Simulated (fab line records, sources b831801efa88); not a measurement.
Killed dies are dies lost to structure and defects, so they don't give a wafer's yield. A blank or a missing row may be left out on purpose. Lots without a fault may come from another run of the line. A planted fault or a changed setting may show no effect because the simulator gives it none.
Which tool did it? | flow gf180mcu | 13 lots, 39 wafers sampled, at 4 steps of a route of 602

WHAT THE GAUGES READ, wafer by wafer
GF_STI_BOW_MEAS_00.
lot  | measured    | on            | INCOMING_BOW (um)
L155 | day 1 10:02 | film_metro-02 | -1 -5 -2
L156 | day 1 15:05 | film_metro-02 | -7 -9 4
L157 | day 1 20:01 | film_metro-01 | -4 -2 -7
L158 | day 2 01:02 | film_metro-02 | 11 -5 -5
L167 | day 3 22:00 | film_metro-01 | 4 -5 4
L168 | day 4 03:00 | film_metro-02 | 4 -7 -8
L169 | day 4 08:01 | film_metro-01 | -19 10 7
L170 | day 4 13:00 | film_metro-04 | 7 2 5
L171 | day 4 18:01 | film_metro-02 | -5 0 -9
L173 | day 5 04:01 | film_metro-02 | -8 2 -7
L176 | day 5 19:00 | film_metro-01 | -12 -7 8
L177 | day 6 00:01 | film_metro-01 | -5 -5 -1
L178 | day 6 05:01 | film_metro-01 | -6 8 4

GF_POLY_GATE_CD_MEAS_10: target cd 280 nm.
lot  | measured     | on        | cd_nm (nm)
L155 | day 9 07:31  | cd_sem-01 | 282.6 281.3 281.6
L156 | day 9 13:13  | cd_sem-01 | 281.3 281.4 280.7
L157 | day 9 16:29  | cd_sem-02 | 280.1 280.3 281.6
L158 | day 10 05:43 | cd_sem-02 | 281.2 281.0 280.8
L167 | day 13 01:44 | cd_sem-02 | 308.3 307.2 306.9
L168 | day 12 22:46 | cd_sem-02 | 309.2 307.6 308.3
L169 | day 13 06:22 | cd_sem-01 | 279.7 280.0 280.3
L170 | day 13 16:29 | cd_sem-01 | 277.4 277.9 278.5
L171 | day 14 00:11 | cd_sem-01 | 280.3 280.4 280.6
L173 | day 14 10:26 | cd_sem-02 | 281.4 282.0 282.7
L176 | day 15 11:53 | cd_sem-02 | 278.7 279.0 280.0
L177 | day 15 13:23 | cd_sem-01 | 278.3 278.6 277.8
L178 | day 16 02:28 | cd_sem-01 | 281.0 280.0 281.6

GF_POLY_GATE_THK_MEAS_17.
lot  | measured     | on            | POLY_GATE_OXIDATION_THK (nm)
L155 | day 9 09:15  | film_metro-02 | 3.92 3.96 3.91
L156 | day 9 14:52  | film_metro-02 | 4.14 4.13 4.11
L157 | day 9 18:08  | film_metro-03 | 4.14 4.08 4.13
L158 | day 10 10:41 | film_metro-02 | 4.03 4.01 4.07
L167 | day 13 05:35 | film_metro-01 | 4.01 3.85 4.00
L168 | day 13 00:45 | film_metro-02 | 3.91 3.94 3.97
L169 | day 13 08:52 | film_metro-02 | 3.99 3.99 4.02
L170 | day 13 18:08 | film_metro-01 | 3.90 3.85 3.85
L171 | day 14 03:07 | film_metro-03 | 3.97 3.94 4.02
L173 | day 14 12:13 | film_metro-02 | 4.02 3.90 4.03
L176 | day 15 13:35 | film_metro-01 | 4.06 4.03 4.05
L177 | day 15 16:23 | film_metro-02 | 4.02 4.08 4.01
L178 | day 16 04:08 | film_metro-01 | 4.03 4.04 4.08

WHICH TOOL RAN EACH LOT (tool, then ch and the chambers of the sampled wafers, then the start)
lot  | GF_POLY_GATE_SOFTBAKE_06
L155 | litho_track-01 ch 0, day 8 22:00
L156 | litho_track-03 ch 0, day 9 05:00
L157 | litho_track-01 ch 0, day 9 08:00
L158 | litho_track-01 ch 0, day 9 20:00
L167 | litho_track-04 ch 0, day 12 15:00
L168 | litho_track-04 ch 0, day 12 13:00
L169 | litho_track-03 ch 0, day 12 20:00
L170 | litho_track-03 ch 0, day 13 06:00
L171 | litho_track-03 ch 0, day 13 14:00
L173 | litho_track-03 ch 0, day 13 23:00
L176 | litho_track-01 ch 0, day 15 00:00
L177 | litho_track-03 ch 0, day 15 02:00
L178 | litho_track-03 ch 0, day 15 15:00
- GF_POLY_GATE_SOFTBAKE_06: time 60 s.

WHAT THE TOOLS THEMSELVES READ (means of the sampled wafers that have a number; where no wafer has one, the mark that the record gives instead)
GF_POLY_GATE_SOFTBAKE_06.
lot  | tool           | heater_power_total_W (W) | plate_temp_C (C)
L155 | litho_track-01 | 93.02                    | 130.01
L156 | litho_track-03 | 93.03                    | 130.00
L157 | litho_track-01 | 93.06                    | 129.88
L158 | litho_track-01 | 93.05                    | 130.00
L167 | litho_track-04 | 79.15                    | 115.28
L168 | litho_track-04 | 79.25                    | 115.33
L169 | litho_track-03 | 93.09                    | 129.91
L170 | litho_track-03 | 93.05                    | 130.14
L171 | litho_track-03 | 93.07                    | 129.88
L173 | litho_track-03 | 93.06                    | 130.17
L176 | litho_track-01 | 93.04                    | 129.90
L177 | litho_track-03 | 93.06                    | 130.10
L178 | litho_track-03 | 93.05                    | 129.91

THE ANSWER, worked out from the rows above alone
Rule: what is usual is taken from the lots themselves. Put in order of their means at a reading, lots are off if they are a third of the lots or fewer, leave a main group of 4 or more, and stand apart from it by a gap of 3 or more times the standard deviation of the main group's means; of several such gaps the widest counts. A main group whose means are all the same, to the digits that the tables above print for the reading, isn't used. A lot without any number at a reading at which 4 lots or more have one is off too. The other lots that the step has rows for count as sound. The gauges are gone through in route order, then the tools' own readings, and for those a lot's mean is taken as printed above. The first step at which some lot is off is used, and at that step the reading that is off furthest; a lot without a number counts as furthest.
Off: L167, L168, at GF_POLY_GATE_CD_MEAS_10 (cd_nm). The main group: mean 280.3 nm, standard deviation 1.3.
A tool fits if, at a process step before that reading, it ran every lot that is off, and no sound lot after the first of them. The gauges at GF_POLY_GATE_CD_MEAS_10 aren't tried: what is off there is off at GF_POLY_GATE_SOFTBAKE_06 too, on other tools, and a gauge's error can't cause that. One fits: litho_track-04 at GF_POLY_GATE_SOFTBAKE_06. It ran no sound lot before its first lot that is off in this sample, so the start can't be narrowed down.
The tool's own readings at GF_POLY_GATE_SOFTBAKE_06 bear it out: on the lots that are off they differ by more than 5 times the standard deviation of the sound lots' means. heater_power_total_W reads 79.20 W there against 93.05 W on the sound lots; plate_temp_C reads 115.31 C there against 129.99 C on the sound lots.

WHAT THE SIMULATOR HAD PUT IN
Process parameter drift: litho_track-04, from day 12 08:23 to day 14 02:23, at GF_POLY_GATE_SOFTBAKE_06. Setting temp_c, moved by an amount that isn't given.
Lots struck among those shown: L167, L168. The rule above found the same.
